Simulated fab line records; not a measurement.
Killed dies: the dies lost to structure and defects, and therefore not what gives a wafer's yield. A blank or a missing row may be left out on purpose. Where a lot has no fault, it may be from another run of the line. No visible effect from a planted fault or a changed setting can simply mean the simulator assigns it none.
Which tool is to blame? | flow gf180mcu | 13 lots, 39 wafers sampled, at 2 steps of a route of 602

## WHAT THE GAUGES SHOWED, per wafer
GF_VT_IMPLANT_OVL_MEAS_18. Usual: VT_IMPLANT_01_OVL 0.0 nm, standard deviation 1.3.
lot  | measured     | on         | VT_IMPLANT_01_OVL (nm) | flag
L110 | day 6 12:25  | overlay-01 | -1.5 -1.9 -1.9         | 
L113 | day 7 00:40  | overlay-02 | 2.1 0.0 -0.2           | 
L117 | day 8 00:31  | overlay-02 | 0.3 1.0 -1.0           | 
L118 | day 8 06:10  | overlay-01 | -3.0 -2.3 -3.4         | 
L122 | day 9 09:01  | overlay-01 | -0.7 -1.6 0.3          | 
L124 | day 10 02:58 | overlay-01 | 1.2 2.1 0.0            | 
L126 | day 10 10:43 | overlay-02 | 0.2 2.3 0.9            | 
L127 | day 10 18:43 | overlay-01 | -0.3 -0.4 -1.1         | 
L128 | day 11 03:22 | overlay-01 | -0.1 -0.5 -3.1         | 
L129 | day 11 09:52 | overlay-02 | 0.9 0.3 2.0            | 
L130 | day 11 15:45 | overlay-02 | 1.4 0.0 2.1            | 
L132 | day 12 07:13 | overlay-01 | 0.7 -0.1 0.7           | 
L133 | day 12 09:04 | overlay-02 | 2.0 1.0 0.8            | 

## EACH LOT AND THE TOOL THAT RAN IT (in order: tool; ch and the chambers of the sampled wafers; start)
lot  | GF_VT_IMPLANT_STRIP_09
L110 | plasmaAsher-01 ch 0,1, day 5 21:21
L113 | plasmaAsher-01 ch 0,1, day 6 09:12
L117 | plasmaAsher-03 ch 0,1, day 7 09:11
L118 | plasmaAsher-03 ch 1, day 7 14:33
L122 | plasmaAsher-01 ch 1, day 8 15:36
L124 | plasmaAsher-01 ch 0,1, day 9 09:15
L126 | plasmaAsher-02 ch 0,1, day 9 17:12
L127 | plasmaAsher-02 ch 0,1, day 10 01:15
L128 | plasmaAsher-03 ch 0,1, day 10 09:30
L129 | plasmaAsher-03 ch 0,1, day 10 15:42
L130 | plasmaAsher-01 ch 0,1, day 10 20:48
L132 | plasmaAsher-01 ch 0,1, day 11 12:39
L133 | plasmaAsher-01 ch 0,1, day 11 14:19
- GF_VT_IMPLANT_STRIP_09: strips in O2/N2.

## AS READ BY THE TOOLS THEMSELVES (means over the sampled wafers that have a number; for cases with no such wafer, the mark the record gives instead)
GF_VT_IMPLANT_STRIP_09. Usual: drypumpMotorCurrentA 5.8 A, standard deviation 0.66; heaterPowerW 333 W, standard deviation 24; oesProductAu 0.716 a.u., standard deviation 0.0048; stripTimeToEndpointS 12.65 s, standard deviation 0.041.
lot  | tool           | drypumpMotorCurrentA (A) | heaterPowerW (W) | oesProductAu (a.u.) | stripTimeToEndpointS (s) | flag
L110 | plasmaAsher-01 | 5.6                      | 327              | 0.716               | 12.62                    | 
L113 | plasmaAsher-01 | 6.2                      | 350              | 0.713               | 12.66                    | 
L117 | plasmaAsher-03 | 5.6                      | 330              | 0.712               | 12.64                    | 
L118 | plasmaAsher-03 | 5.7                      | 323              | 0.717               | 12.66                    | 
L122 | plasmaAsher-01 | 5.0                      | 308              | 0.712               | 12.67                    | 
L124 | plasmaAsher-01 | 5.6                      | 324              | 0.715               | 12.66                    | 
L126 | plasmaAsher-02 | 6.1                      | 313              | 0.717               | 12.59                    | 
L127 | plasmaAsher-02 | 5.9                      | 318              | 0.717               | 12.70                    | 
L128 | plasmaAsher-03 | 5.5                      | 332              | 0.720               | 12.63                    | 
L129 | plasmaAsher-03 | 5.5                      | 331              | 0.720               | 12.61                    | 
L130 | plasmaAsher-01 | 5.6                      | 329              | 0.719               | 12.56                    | 
L132 | plasmaAsher-01 | 6.1                      | 348              | 0.712               | 12.67                    | 
L133 | plasmaAsher-01 | 5.6                      | 335              | 0.720               | 12.63                    | 

## THE ANSWER, worked out from the rows above alone
Rule: a lot counts as off when the mean over its wafers that have a number is more than 3 standard deviations away from the usual mean. Also off: a lot with no number at a reading for which 4 or more lots have one. The other lots that the step has rows for count as sound. Order of review: gauges by route order, followed by the tools' own readings, for which a lot's mean as printed above is used. The first step at which some lot is off is used, and at that step the reading that is off furthest; a lot without a number counts as furthest.
None of the lots is off at any reading shown; this tells nothing.

## WHAT THE SIMULATOR PUT IN
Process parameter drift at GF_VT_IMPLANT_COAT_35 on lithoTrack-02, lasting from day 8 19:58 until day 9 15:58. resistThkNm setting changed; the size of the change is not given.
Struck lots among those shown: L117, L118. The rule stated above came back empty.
